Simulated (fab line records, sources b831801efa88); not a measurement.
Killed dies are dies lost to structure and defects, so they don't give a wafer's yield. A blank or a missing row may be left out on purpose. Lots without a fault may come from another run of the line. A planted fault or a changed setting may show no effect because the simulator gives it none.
Tool commonality check | flow gf180mcu | 13 lots, 39 wafers sampled

WHY IT WAS OPENED
At GF_PSD_TW_MEAS_11 the reading PSD_TW is flagged on 1 of 13 lots. Wafers without a fault read 3159, standard deviation 13.
Rule: a lot is flagged when every wafer of it that has a number lies more than 4 standard deviations from that mean, or none has a number. The other lots count as sound.

lot  | measured     | on            | PSD_TW, wafer by wafer | flag
L835 | day 14 00:47 | film_metro-04 | 3164 3174 3175         |
L836 | day 14 15:31 | film_metro-02 | 3156 3179 3175         |
L837 | day 14 19:32 | film_metro-04 | 3142 3165 3140         |
L838 | day 15 04:22 | film_metro-04 | 30 30 30               | FLAGGED
L839 | day 15 17:31 | film_metro-04 | 3159 3168 3154         |
L848 | day 19 01:04 | film_metro-04 | 3169 3150 3157         |
L850 | day 19 09:07 | film_metro-04 | 3145 3149 3160         |
L851 | day 19 14:37 | film_metro-04 | 3148 3138 3145         |
L852 | day 20 22:49 | film_metro-04 | 3137 3148 3147         |
L855 | day 21 07:46 | film_metro-02 | 3156 3179 3153         |
L856 | day 21 09:46 | film_metro-02 | 3165 3152 3167         |
L857 | day 22 02:53 | film_metro-04 | 3149 3138 3160         |
L858 | day 22 16:31 | film_metro-02 | 3158 3145 3154         |
The numbers of the flagged lots are 30 on average: -3129 against the usual, or -99 or more standard deviations.

WHICH TOOL RAN EACH LOT
The record holds 2 process steps before the reading, out of a route of 602 steps. In each cell: the tool, then ch and the chambers that the sampled wafers went through, then the start.
lot  | flag    | GF_NSD_STRIP_11                      | GF_PSD_STRIP_10
L835 |         | plasma_asher-01 ch 0,1, day 13 03:56 | plasma_asher-03 ch 0,1, day 14 00:42
L836 |         | plasma_asher-04 ch 0, day 13 17:40   | plasma_asher-03 ch 0,1, day 14 15:25
L837 |         | plasma_asher-01 ch 0,1, day 13 22:07 | plasma_asher-03 ch 0,1, day 14 19:27
L838 | FLAGGED | plasma_asher-01 ch 0,1, day 14 06:48 | plasma_asher-02 ch 0,1, day 15 04:16
L839 |         | plasma_asher-04 ch 0,1, day 14 19:58 | plasma_asher-04 ch 0,1, day 15 17:25
L848 |         | plasma_asher-01 ch 0,1, day 18 00:37 | plasma_asher-02 ch 0, day 19 00:58
L850 |         | plasma_asher-01 ch 0,1, day 18 09:10 | plasma_asher-03 ch 0,1, day 19 09:01
L851 |         | plasma_asher-04 ch 0,1, day 18 15:07 | plasma_asher-02 ch 0,1, day 19 14:31
L852 |         | plasma_asher-02 ch 0,1, day 19 22:08 | plasma_asher-04 ch 0,1, day 20 22:43
L855 |         | plasma_asher-04 ch 0,1, day 20 07:22 | plasma_asher-03 ch 0,1, day 21 07:40
L856 |         | plasma_asher-02 ch 0,1, day 20 09:37 | plasma_asher-04 ch 0,1, day 21 09:40
L857 |         | plasma_asher-01 ch 0,1, day 21 03:16 | plasma_asher-03 ch 0,1, day 22 02:46
L858 |         | plasma_asher-02 ch 0,1, day 21 17:25 | plasma_asher-04 ch 0,1, day 22 16:25
What these steps do:
- GF_NSD_STRIP_11: strips in O2/N2.
- GF_PSD_STRIP_10: strips in O2/N2.
- GF_PSD_TW_MEAS_11

FLAGGED OVER TOTAL, TOOL BY TOOL (the gauges that took the reading come last)
step              | tool            | lots run | flagged | share of the flagged lots | sound lots run after its first flagged lot
GF_NSD_STRIP_11   | plasma_asher-01 | 6        | 1       | all                       | 3 (L848,L850,L857)
GF_NSD_STRIP_11   | plasma_asher-02 | 3        | 0       | none                      | -
GF_NSD_STRIP_11   | plasma_asher-04 | 4        | 0       | none                      | -
GF_PSD_STRIP_10   | plasma_asher-02 | 3        | 1       | all                       | 2 (L848,L851)
GF_PSD_STRIP_10   | plasma_asher-03 | 6        | 0       | none                      | -
GF_PSD_STRIP_10   | plasma_asher-04 | 4        | 0       | none                      | -
GF_PSD_TW_MEAS_11 | film_metro-02   | 4        | 0       | none                      | -
GF_PSD_TW_MEAS_11 | film_metro-04   | 9        | 1       | all                       | 6 (L839,L848,L850,L851,L852,L857)

WHAT THE TABLE ALLOWS
3 rows of the table ran every flagged lot: plasma_asher-01 at GF_NSD_STRIP_11, plasma_asher-02 at GF_PSD_STRIP_10, film_metro-04 at GF_PSD_TW_MEAS_11.
- plasma_asher-01 at GF_NSD_STRIP_11: 1 of its 6 lots flagged. Sound lots ran on it after the first flagged one (L848, L850, L857), which a lasting fault on the whole tool wouldn't allow. Its own readings lie more than 4 standard deviations out on every wafer of the flagged lots: oes_product_au.
- plasma_asher-02 at GF_PSD_STRIP_10: 1 of its 3 lots flagged. Sound lots ran on it after the first flagged one (L848, L851), which a lasting fault on the whole tool wouldn't allow. Its own readings lie more than 4 standard deviations out on every wafer of the flagged lots: strip_time_to_endpoint_s.
- film_metro-04 at GF_PSD_TW_MEAS_11: 1 of its 9 lots flagged. Sound lots ran on it after the first flagged one (L839, L848, L850, L851, L852, L857), which a lasting fault on the whole tool wouldn't allow.
No row of the table ran every flagged lot and no sound lot after the first.

WHAT THE SIMULATOR HAD PUT IN
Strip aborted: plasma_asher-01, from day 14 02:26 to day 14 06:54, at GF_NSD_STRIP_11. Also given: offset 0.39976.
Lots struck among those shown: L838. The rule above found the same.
